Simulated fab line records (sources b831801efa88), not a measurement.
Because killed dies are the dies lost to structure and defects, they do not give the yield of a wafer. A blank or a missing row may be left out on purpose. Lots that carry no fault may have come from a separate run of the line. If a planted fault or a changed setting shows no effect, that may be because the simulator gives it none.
Struck lot and sound lot, side by side / flow sky130 / 15 out of 708 route steps
Sound: wafers L264.1, L264.2, L264.6. Struck: wafers L260.3, L260.4, L260.5. The cause comes at the end.
Order at every step that has rows: each side's tool, ch and its chambers, its first start. Under that, the readings that differ: sound wafers / struck wafers / difference of the means / sigmas: that difference in standard deviations of wafers without a fault.
alike: a reading whose means differ by less than 2 such deviations, as well as words and numbers matching on both sides. not compared: withheld readings; readings where some wafer has no value; bounds like >300 that might hide an equal value; numbers whose values overlap and for which the record gives no deviation.
The two part at a step that has a row with sigmas, a row that says differs or no value, or rows on one side only. When numbers do not overlap yet have no deviation, they are printed without sigmas and do not part them. A reading missing from all wafers of one side parts the sides only when that side holds two or more wafers.

SKY_POLY_CUT_ETCH_10: etches BARC in N2/H2, stops on SiO2, time 45.9 s, target depth 60 nm.
  sound on rie diel-03 ch 0,1, day 31 07:31; struck on rie diel-01 ch 1,2, day 29 09:39
reading=oes product au (a.u.); sound=0.844 0.853 0.856; struck=0.866 0.856 0.860; difference=+0.010; sigmas=+2
  alike: bias w, drypump motor current A, throttle valve pct
  not compared: rf hours counter h
SKY_POLY_CUT_ETCH_11: etches Si3N4 in CF4/CH2F2/Ar, stops on poly-Si, time 42.5 s, target depth 60 nm.
  sound on rie diel-03 ch 0,1, day 31 07:34; struck on rie diel-01 ch 1,2, day 29 09:42
  alike: bias w, drypump motor current A, oes product au, throttle valve pct
  not compared: rf hours counter h
SKY_POLY_CUT_STRIP_12: strips in O2/N2.
  sound on plasma asher-02 ch 0,1, day 31 07:37; struck on plasma asher-03 ch 0,1, day 29 09:46
reading=strip time to endpoint s (s); sound=5.325 5.319 5.356; struck=5.380 5.368 5.367; difference=+0.038; sigmas=+2
  alike: drypump motor current A, oes product au
  not compared: rf hours counter h
then, 7 steps without rows for these wafers: SKY_SD_P_DEHYDRATE_00 (time 60 s); SKY_SD_P_HMDS_01 (prime time 60 s); SKY_SD_P_COAT_02 (resist thk 1140 nm); SKY_SD_P_SOFTBAKE_03 (time 60 s); SKY_SD_P_EXPOSE_04 (exposes mask PSDM, target cd 380 nm); SKY_SD_P_PEB_05; SKY_SD_P_DEVELOP_06 (develop time 60 s).
SKY_SD_P_CD_MEAS_07: target cd 380 nm.
  sound on cd sem-01, day 32 10:31; struck on cd sem-01, day 30 13:20
  alike: cd nm
SKY_SD_P_OVL_MEAS_08:
  sound on overlay-02, day 32 10:38; struck on overlay-01, day 30 13:25
  alike: SD_P_OVL
SKY_SD_P_IMPLANT_09:
  sound on implanter-02 ch 0, day 32 10:40; struck on implanter-04 ch 0, day 30 13:30
reading=beam energy keV; sound=20.002 19.994 19.992; struck=19.792 19.804 19.794; difference=-0.199; sigmas=-29
reading=model.implant.drp nm (nm); sound=9.746 9.746 9.746; struck=9.676 9.676 9.676; difference=-0.070; sigmas=
  alike: tilt deg
SKY_SD_P_STRIP_10: strips in O2/N2.
  sound on plasma asher-01 ch 0,1, day 32 10:49; struck on plasma asher-04 ch 0,1, day 30 13:38
  alike: drypump motor current A, oes product au, strip time to endpoint s
  not compared: rf hours counter h
SKY_PAD_OPEN_PROBE_99:
  sound wafers here have rows in the record (prober-02, day 50 10:38); struck ones have none

WHERE THEY PART
At SKY_POLY_CUT_ETCH_10 first; at SKY_PAD_OPEN_PROBE_99 last (within this record only).

WHY: what the simulator had put in
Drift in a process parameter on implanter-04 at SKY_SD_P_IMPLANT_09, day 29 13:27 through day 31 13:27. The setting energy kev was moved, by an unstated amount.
